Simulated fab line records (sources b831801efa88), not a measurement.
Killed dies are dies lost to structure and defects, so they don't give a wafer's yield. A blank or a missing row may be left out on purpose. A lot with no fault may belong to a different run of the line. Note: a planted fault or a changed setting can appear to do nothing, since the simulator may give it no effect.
The tool behind it: which one? -- flow gf180mcu -- 37 wafers from 13 lots sampled at 2 of the route's 602 steps

## WHAT EACH GAUGE READ, for each wafer
GF_TOP_METAL_THK_MEAS_06: measures by xrf. Usual: TOP_METAL_ALCU_THK 882 nm, standard deviation 6.6.
lot,measured,on,TOP_METAL_ALCU_THK (nm),flag
L800,day 27 06:04,film-metro-04,883 878 877,
L801,day 27 11:01,film-metro-04,885 874 879,
L805,day 29 00:23,film-metro-01,886 885 895,
L806,day 29 08:02,film-metro-04,876 884 889,
L807,day 29 14:04,film-metro-03,897 893 888,
L808,day 29 22:32,film-metro-01,881 893 886,
L809,day 30 01:02,film-metro-01,893 884 888,
L810,day 30 17:10,film-metro-01,893 896 893,
L814,day 31 08:02,film-metro-01,887 872 876,
L815,day 31 20:11,film-metro-03,873 870 868,
L817,day 32 00:44,film-metro-01,884,
L821,day 33 06:59,film-metro-03,877 889 885,
L822,day 33 12:23,film-metro-01,881 876 874,

## EACH LOT AND THE TOOL THAT RAN IT (in order: tool; ch and the chambers of the sampled wafers; start)
lot,GF_TOP_METAL_SPUTTER_00
L800,"pvd-sputter-02, day 27 05:43"
L801,"pvd-sputter-02, day 27 10:40"
L805,"pvd-sputter-01, day 29 00:02"
L806,"pvd-sputter-02, day 29 07:41"
L807,"pvd-sputter-02, day 29 13:43"
L808,"pvd-sputter-01, day 29 22:12"
L809,"pvd-sputter-02, day 30 00:41"
L810,"pvd-sputter-02, day 30 16:48"
L814,"pvd-sputter-02, day 31 07:42"
L815,"pvd-sputter-04, day 31 19:50"
L817,"pvd-sputter-04, day 32 00:23"
L821,"pvd-sputter-02, day 33 06:37"
L822,"pvd-sputter-02, day 33 12:03"
- GF_TOP_METAL_SPUTTER_00: material Ti, target thk 37.5 nm, time 150 s.

## AS READ BY THE TOOLS THEMSELVES (means over the sampled wafers that have a number; for cases with no such wafer, the mark the record gives instead)
GF_TOP_METAL_SPUTTER_00. Usual: 29.7 % for throttle-valve-pct, sd 0.88.
lot,tool,throttle-valve-pct (%),flag
L800,pvd-sputter-02,29.1,
L801,pvd-sputter-02,29.1,
L805,pvd-sputter-01,29.8,
L806,pvd-sputter-02,29.2,
L807,pvd-sputter-02,29.3,
L808,pvd-sputter-01,29.9,
L809,pvd-sputter-02,29.7,
L810,pvd-sputter-02,29.7,
L814,pvd-sputter-02,30.2,
L815,pvd-sputter-04,29.5,
L817,pvd-sputter-04,29.7,
L821,pvd-sputter-02,29.7,
L822,pvd-sputter-02,29.7,

## THE ANSWER, worked out from the rows above alone
Rule: lot off if the mean of its wafers having a number is beyond 3 standard deviations from the usual mean. Also off: a lot with no number at a reading for which 4 or more lots have one. The other lots that the step has rows for count as sound. First the gauges in route order, then the tools' own readings, where a lot's mean is used as printed above. At the first step where some lot is off, the reading lying furthest off is the one used; lots without a number count as furthest.
No lot is off at any reading shown: from this, nothing can be told.

## WHAT WAS PUT IN BY THE SIMULATOR
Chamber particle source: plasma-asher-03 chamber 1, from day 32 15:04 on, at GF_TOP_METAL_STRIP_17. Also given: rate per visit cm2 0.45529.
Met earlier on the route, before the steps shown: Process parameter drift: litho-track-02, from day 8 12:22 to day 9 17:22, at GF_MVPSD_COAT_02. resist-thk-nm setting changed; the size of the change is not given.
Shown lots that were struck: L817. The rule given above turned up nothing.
